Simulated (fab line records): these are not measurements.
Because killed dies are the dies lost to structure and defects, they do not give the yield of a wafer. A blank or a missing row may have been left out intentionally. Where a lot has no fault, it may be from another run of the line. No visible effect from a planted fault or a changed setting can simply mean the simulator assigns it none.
Problem report, 8D (eight disciplines) form, completed by code || flow gf180mcu || the parts of the form that need people (team, actions taken, sign-off) are left out

## 1. THE ISSUE
oes-product-au at GF_CONTACT_ETCH_17 reads a mean of 0.787 a.u. on 1 wafer of 1 lot; wafers without a fault read 0.814 a.u. with a standard deviation of 0.0053. Relative to the usual mean, that is a shift of -5.1 standard deviations.
The step: etches SiO2 in C4F8/O2/Ar, stops on CoSi2, target depth 860 nm.
The step gives no start for some of these wafers. Wafers with a number at this step in the record: 39, from 13 lots. Rule for "out", or "out of limits": more than 4 standard deviations from the usual mean. The other wafers with a number count as sound.

## 2. WHAT THIS IS AND IS NOT
{"question": "which readings at this step", "is": "oes-product-au", "is not": "-"}
{"question": "which lots", "is": "L794", "is not": "L781, L782, L783, L785, L789, L790, L791, L792, L793, L799, L800, L803"}
{"question": "which wafers of those lots", "is": "L794.2", "is not": "L794.1, L794.3"}
{"question": "read on which tools", "is": "rie-diel-04", "is not": "rie-diel-01, rie-diel-02"}

## 3. THE SUSPECTS, EACH WITH WHAT RULES IT OUT
Counting: a tool at a process step up to the reading stays a suspect if it ran every lot that is out. Sound lots after the first of them don't rule it out here, since some wafers of a struck lot are sound.
- pvd-sputter-02 at GF_SALICIDE_SPUTTER_03 (material TiN, target thk 20 nm, time 16.7 s): kept. The lot that is out, L794, ran on it at day 19 20:31; the last sound lot it ran before that was L791, at day 18 23:14.
- cmp-01 at GF_CONTACT_CMP_04 (polishes SiO2): kept. The lot that is out, L794, ran on it at day 19 21:17; the last sound lot it ran before that was L792, at day 19 04:38.
- rie-diel-04 at GF_CONTACT_ETCH_17 (etches SiO2 in C4F8/O2/Ar, stops on CoSi2, target depth 860 nm): kept. It ran the lot that is out, L794 (day 20 22:00). On those wafers its own readings are out: oes-product-au. GF_CONTACT_ETCH_17: start missing for some lots; hours and lot order therefore follow GF_CONTACT_STRIP_18.
- In cmp-01 at GF_CONTACT_CMP_04, the wafers that are out were processed in chamber 2 and their sound lot-mates in chambers 0, 1.
- In rie-diel-04 at GF_CONTACT_ETCH_17, the wafers that are out were processed in chamber 2 and their sound lot-mates in chambers 0, 3.
After the count, these remain: pvd-sputter-02 at GF_SALICIDE_SPUTTER_03, cmp-01 at GF_CONTACT_CMP_04 and rie-diel-04 at GF_CONTACT_ETCH_17.

## 4. THE CAUSE (what the simulator had put in)
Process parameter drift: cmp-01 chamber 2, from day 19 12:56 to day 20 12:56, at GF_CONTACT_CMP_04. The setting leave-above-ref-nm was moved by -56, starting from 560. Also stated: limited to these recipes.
After counting, 3 suspects remain, this tool included.

## 5. THE EFFECT CHAIN, in route order
One row per reading whose mean, taken over the struck wafers that have a number, lies over 3 standard deviations from the usual. Scope: only readings with a usual standard deviation given in the record; hours: median across lots of the time from each lot's start at the first step in this table that gives one to its start at this step; sigmas: change in usual standard deviations.
{"hours": "-", "step": "GF_CONTACT_ETCH_17", "reading": "oes-product-au", "usual": "0.814 a.u.", "on struck wafers": 0.787, "change": -0.027, "sigmas": -5.1}
Its process steps:
- GF_CONTACT_ETCH_17: etches SiO2 in C4F8/O2/Ar, stops on CoSi2, target depth 860 nm.
Later steps that measure or inspect, where all struck wafers having a row at the step show a number for every such reading and not one has moved that far: GF_CONTACT_RS_MEAS_25.

## 6. WHAT WOULD HAVE CAUGHT IT SOONER
Of the tool readings at GF_CONTACT_CMP_04 for which the record gives a usual standard deviation, none was out on any struck wafer, so an alarm limit of 4 standard deviations on them would not have fired.
